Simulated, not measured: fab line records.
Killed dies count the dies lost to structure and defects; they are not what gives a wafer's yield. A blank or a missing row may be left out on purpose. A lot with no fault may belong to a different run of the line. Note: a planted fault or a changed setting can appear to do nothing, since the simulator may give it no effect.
The tool behind it: which one? -- flow gf180mcu -- Sampling: 12 lots, 36 wafers, 5 of 602 route steps

WHAT THE GAUGES SHOWED, per wafer
GF_V3_THK_MEAS_25: measures by xrf.
lot,measured,on,V3_W_THK (nm)
L761,day 22 21:06,film-metro-04,350 348 350
L769,day 25 04:06,film-metro-03,343 339 343
L771,day 25 17:50,film-metro-04,353 357 350
L774,day 27 03:25,film-metro-04,349 348 346
L775,day 27 06:44,film-metro-02,338 337 342
L776,day 27 12:28,film-metro-03,343 342 343
L778,day 28 17:12,film-metro-04,351 353 351
L779,day 29 02:48,film-metro-04,350 349 352
L780,day 29 03:14,film-metro-03,342 345 341
L782,day 29 12:01,film-metro-03,340 341 344
L781,day 29 18:47,film-metro-02,343 341 336
L783,day 30 00:17,film-metro-03,341 340 344

GF_V4_THK_MEAS_03.
lot,measured,on,V4_CVD_02_THK (nm)
L761,day 23 21:49,film-metro-02,842 844 863
L769,day 26 02:22,film-metro-02,861 866 861
L771,day 26 16:33,film-metro-01,844 837 854
L774,day 28 01:32,film-metro-01,825 834 842
L775,day 28 04:05,film-metro-01,846 832 844
L776,day 28 10:14,film-metro-03,851 852 830
L778,day 29 13:06,film-metro-03,848 850 854
L779,day 29 23:56,film-metro-01,848 833 851
L780,day 29 23:41,film-metro-03,858 865 887
L782,day 30 08:47,film-metro-02,840 857 863
L781,day 30 14:02,film-metro-03,855 872 867
L783,day 30 19:38,film-metro-03,832 845 845

WHICH TOOL RAN EACH LOT (tool, then ch and the chambers of the sampled wafers, then the start)
lot,GF_V3_CVD_23,GF_M4_METAL_ETCH_16,GF_M4_STRIP_17
L761,"cvd-w-02 ch 0,1, day 22 20:52","rie-metal-03 ch 0,1, day 23 20:32","plasma-asher-04 ch 0,1, day 23 20:39"
L769,"cvd-w-02 ch 0,1, day 25 03:53","rie-metal-03 ch 0,1, day 26 01:32","plasma-asher-03 ch 0,1, day 26 01:39"
L771,"cvd-w-01 ch 0, day 25 17:35","rie-metal-03 ch 0,1, day 26 15:40","plasma-asher-04 ch 0, day 26 15:46"
L774,"cvd-w-01 ch 1, day 27 03:11","rie-metal-01 ch 0, day 28 00:39","plasma-asher-04 ch 0,1, day 28 00:46"
L775,"cvd-w-02 ch 1, day 27 06:30","rie-metal-01 ch 0, day 28 03:14","plasma-asher-04 ch 0,1, day 28 03:21"
L776,"cvd-w-01 ch 0,1, day 27 12:14","rie-metal-04 ch 0,1, day 28 09:19","plasma-asher-04 ch 0,1, day 28 09:26"
L778,"cvd-w-02 ch 0,1, day 28 16:59","rie-metal-01 ch 0,1, day 29 12:16","plasma-asher-04 ch 0,1, day 29 12:23"
L779,"cvd-w-01 ch 0,1, day 29 02:34","rie-metal-01 ch 0,1, day 29 22:41","plasma-asher-04 ch 0,1, day 29 22:47"
L780,"cvd-w-02 ch 0,1, day 29 03:00","rie-metal-04 ch 0,1, day 29 22:49","plasma-asher-03 ch 0,1, day 29 22:55"
L782,"cvd-w-02 ch 0,1, day 29 11:47","rie-metal-03 ch 1, day 30 07:53","plasma-asher-02 ch 0,1, day 30 07:59"
L781,"cvd-w-02 ch 0,1, day 29 18:33","rie-metal-01 ch 0,1, day 30 13:11","plasma-asher-02 ch 0,1, day 30 13:17"
L783,"cvd-w-02 ch 0,1, day 30 00:04","rie-metal-01 ch 0,1, day 30 18:45","plasma-asher-04 ch 0,1, day 30 18:52"
- GF_V3_CVD_23: deposits W, target thk 350 nm, time 104.9 s.
- GF_M4_METAL_ETCH_16: etches the open film in Cl2/BCl3, stops on SiO2, target depth 627.5 nm, time 104.6 s.
- GF_M4_STRIP_17: strips in O2/N2.

WHAT THE TOOLS THEMSELVES READ (means of the sampled wafers that have a number; where no wafer has one, the mark that the record gives instead)
GF_V3_CVD_23.
lot,tool,heater-power-w (W)
L761,cvd-w-02,875
L769,cvd-w-02,881
L771,cvd-w-01,821
L774,cvd-w-01,917
L775,cvd-w-02,883
L776,cvd-w-01,856
L778,cvd-w-02,867
L779,cvd-w-01,880
L780,cvd-w-02,869
L782,cvd-w-02,880
L781,cvd-w-02,870
L783,cvd-w-02,864

GF_M4_METAL_ETCH_16.
lot,tool,bcl3-flow-sccm (sccm),bias-w (W),drypump-motor-current-A (A),oes-product-au (a.u.),throttle-valve-pct (%)
L761,rie-metal-03,40.07,139.8,5.4,0.976,28.241
L769,rie-metal-03,39.96,192.2,5.4,0.974,28.246
L771,rie-metal-03,39.96,192.5,5.6,0.977,28.249
L774,rie-metal-01,40.02,139.5,4.6,0.974,28.246
L775,rie-metal-01,39.77,140.0,4.7,0.971,28.261
L776,rie-metal-04,39.98,140.0,6.7,0.973,28.245
L778,rie-metal-01,40.00,140.3,5.1,0.977,28.241
L779,rie-metal-01,39.95,139.9,5.1,0.978,28.240
L780,rie-metal-04,39.99,140.2,6.7,0.972,28.251
L782,rie-metal-03,39.98,139.8,5.8,0.967,28.255
L781,rie-metal-01,39.87,140.0,5.0,0.979,28.247
L783,rie-metal-01,39.97,139.7,4.8,0.959,28.266

GF_M4_STRIP_17.
lot,tool,drypump-motor-current-A (A),heater-power-w (W),oes-product-au (a.u.),platen-temp-c (C),strip-time-to-endpoint-s (s)
L761,plasma-asher-04,5.7,369,0.567,250.07,7.93
L769,plasma-asher-03,6.4,312,0.547,249.91,7.63
L771,plasma-asher-04,5.6,309,0.551,250.06,7.62
L774,plasma-asher-04,5.7,369,0.557,249.88,7.90
L775,plasma-asher-04,5.7,377,0.561,250.21,7.84
L776,plasma-asher-04,5.7,342,0.554,249.98,7.88
L778,plasma-asher-04,5.7,368,0.560,250.03,7.87
L779,plasma-asher-04,5.7,335,0.558,249.93,7.82
L780,plasma-asher-03,6.4,306,0.559,250.16,7.94
L782,plasma-asher-02,5.6,323,0.558,249.82,7.93
L781,plasma-asher-02,5.4,320,0.554,249.95,7.86
L783,plasma-asher-04,5.7,371,0.563,249.98,7.89

THE ANSWER, worked out from the rows above alone
Rule: what is usual is taken from the lots themselves. The widest of any qualifying gaps counts: lots, ordered by their means at a reading, are off when they make up no more than a third of the lots, leave a main group of 4 or more, and stand apart from it by 3 or more times the standard deviation of that group's means. If all means in a main group match to the digits the tables above print for the reading, that group is not used. Also off: a lot with no number at a reading for which 4 or more lots have one. All remaining lots with rows at the step are treated as sound. The gauges are gone through in route order, then the tools' own readings, and for those a lot's mean is taken as printed above. The first step at which some lot is off is used, and at that step the reading that is off furthest; a lot without a number counts as furthest.
Off, at GF_M4_METAL_ETCH_16 on bias-w: L769, L771. Mean 139.9 W and standard deviation 0.22 in the main group.
If a tool, at that step or one of the process steps before it, ran each lot that is off and ran no sound lot following the first of them, it fits. Of those tried, none fits.

WHAT THE SIMULATOR PUT IN
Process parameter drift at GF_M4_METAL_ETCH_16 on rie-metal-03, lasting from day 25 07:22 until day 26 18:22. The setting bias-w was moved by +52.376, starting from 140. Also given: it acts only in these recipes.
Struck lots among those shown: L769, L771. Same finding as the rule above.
